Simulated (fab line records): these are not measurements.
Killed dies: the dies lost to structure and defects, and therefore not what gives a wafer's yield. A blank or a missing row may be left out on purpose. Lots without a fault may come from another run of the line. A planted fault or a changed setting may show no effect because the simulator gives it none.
What tool caused it? | flow gf180mcu | 41 wafers from 14 lots sampled at 3 of the route's 602 steps

## WHAT EACH GAUGE READ, for each wafer
GF_HV_LDD_TW_MEAS_11. Usual: for HV_LDD_TW the level is 2415 and the standard deviation is 27.
lot  | measured     | on            | HV_LDD_TW      | flag
L637 | day 10 02:17 | film-metro-04 | 2415 2416 2409 |
L638 | day 10 06:40 | film-metro-04 | 2412 2399 2406 |
L639 | day 10 10:28 | film-metro-03 | 2365 2379 2380 |
L640 | day 10 22:01 | film-metro-01 | 2456 2458 2466 |
L643 | day 11 20:01 | film-metro-04 | 2401 2404 2407 |
L644 | day 12 04:19 | film-metro-01 | 2454 2447      |
L645 | day 12 14:59 | film-metro-01 | 2300 2299 2297 | OFF
L646 | day 12 20:07 | film-metro-04 | 2267 2269 2275 | OFF
L655 | day 15 13:52 | film-metro-04 | 2415 2406 2405 |
L656 | day 15 22:25 | film-metro-04 | 2414 2427 2422 |
L657 | day 16 04:52 | film-metro-03 | 2388 2384 2376 |
L658 | day 16 15:22 | film-metro-01 | 2421 2440 2430 |
L659 | day 17 07:01 | film-metro-04 | 2419 2438 2411 |
L660 | day 17 09:25 | film-metro-01 | 2441 2447 2458 |

GF_HV_LDD_RS_MEAS_53: measures by four-point-probe. Usual: for HV_LDD_RS the level is 418.1 ohm/sq and the standard deviation is 0.95.
lot  | measured     | on            | HV_LDD_RS (ohm/sq) | flag
L637 | day 12 11:26 | film-metro-01 | 418.3 418.2 418.6  |
L638 | day 12 16:54 | film-metro-04 | 417.5 417.1 417.1  |
L639 | day 12 19:52 | film-metro-01 | 419.2 419.8 418.9  |
L640 | day 13 07:54 | film-metro-03 | 418.8 419.1 418.9  |
L643 | day 14 09:36 | film-metro-01 | 417.2 416.8 416.4  |
L644 | day 14 18:05 | film-metro-01 | 417.4 417.5        |
L645 | day 15 06:17 | film-metro-03 | 461.4 460.5 462.7  | OFF
L646 | day 15 11:35 | film-metro-01 | 462.1 460.4 462.3  | OFF
L655 | day 18 11:02 | film-metro-03 | 420.9 419.7 419.4  |
L656 | day 18 21:02 | film-metro-03 | 417.7 417.2 418.1  |
L657 | day 19 02:30 | film-metro-01 | 417.7 418.1 417.9  |
L658 | day 19 14:14 | film-metro-01 | 420.7 418.6 418.9  |
L659 | day 20 07:14 | film-metro-01 | 419.2 419.6 419.5  |
L660 | day 20 08:41 | film-metro-04 | 417.8 416.3 416.1  |

## EACH LOT AND THE TOOL THAT RAN IT (in order: tool; ch and the chambers of the sampled wafers; start)
lot  | GF_HV_LDD_IMPLANT_09
L637 | implanter-02 ch 0, day 10 02:04
L638 | implanter-02 ch 0, day 10 06:25
L639 | implanter-02 ch 0, day 10 10:14
L640 | implanter-03 ch 0, day 10 21:46
L643 | implanter-03 ch 0, day 11 19:46
L644 | implanter-02 ch 0, day 12 04:04
L645 | implanter-03 ch 0, day 12 14:46
L646 | implanter-03 ch 0, day 12 19:52
L655 | implanter-03 ch 0, day 15 13:37
L656 | implanter-02 ch 0, day 15 22:10
L657 | implanter-02 ch 0, day 16 04:37
L658 | implanter-02 ch 0, day 16 15:07
L659 | implanter-03 ch 0, day 17 06:46
L660 | implanter-03 ch 0, day 17 09:10
- GF_HV_LDD_IMPLANT_09

## AS READ BY THE TOOLS THEMSELVES (means over the sampled wafers that have a number; for cases with no such wafer, the mark the record gives instead)
GF_HV_LDD_IMPLANT_09. Usual: beam-on-s 10.01 s, standard deviation 0.2; faraday-current-uA 563, standard deviation 11.
lot  | tool         | beam-on-s (s) | faraday-current-uA | flag
L637 | implanter-02 | 10.17         | 555                |
L638 | implanter-02 | 10.01         | 562                |
L639 | implanter-02 | 10.07         | 561                |
L640 | implanter-03 | 10.10         | 557                |
L643 | implanter-03 | 10.10         | 558                |
L644 | implanter-02 | 9.98          | 564                |
L645 | implanter-03 | 8.02          | 705                | OFF
L646 | implanter-03 | 7.99          | 706                | OFF
L655 | implanter-03 | 9.95          | 567                |
L656 | implanter-02 | 9.72          | 579                |
L657 | implanter-02 | 9.94          | 567                |
L658 | implanter-02 | 10.14         | 555                |
L659 | implanter-03 | 10.10         | 558                |
L660 | implanter-03 | 10.08         | 558                |

## THE ANSWER, worked out from the rows above alone
Rule: take the mean of a lot's wafers that have a number; if it is more than 3 standard deviations from the usual mean, the lot is off. Also off: a lot with no number at a reading for which 4 or more lots have one. Where the step has rows for the other lots, those lots are counted as sound. First the gauges in route order, then the tools' own readings, where a lot's mean is used as printed above. At the first step where some lot is off, the reading lying furthest off is the one used; lots without a number count as furthest.
Off: L645, L646, seen at GF_HV_LDD_TW_MEAS_11 (HV_LDD_TW).
A tool fits if, at a process step before that reading, it ran every lot that is off, and no sound lot after the first of them. Not tried: the gauges at GF_HV_LDD_TW_MEAS_11; whatever is off there is also off at GF_HV_LDD_IMPLANT_09, on other tools, and gauge error can't account for it. None of those tried fits.

## WHAT THE SIMULATOR HAD PUT IN
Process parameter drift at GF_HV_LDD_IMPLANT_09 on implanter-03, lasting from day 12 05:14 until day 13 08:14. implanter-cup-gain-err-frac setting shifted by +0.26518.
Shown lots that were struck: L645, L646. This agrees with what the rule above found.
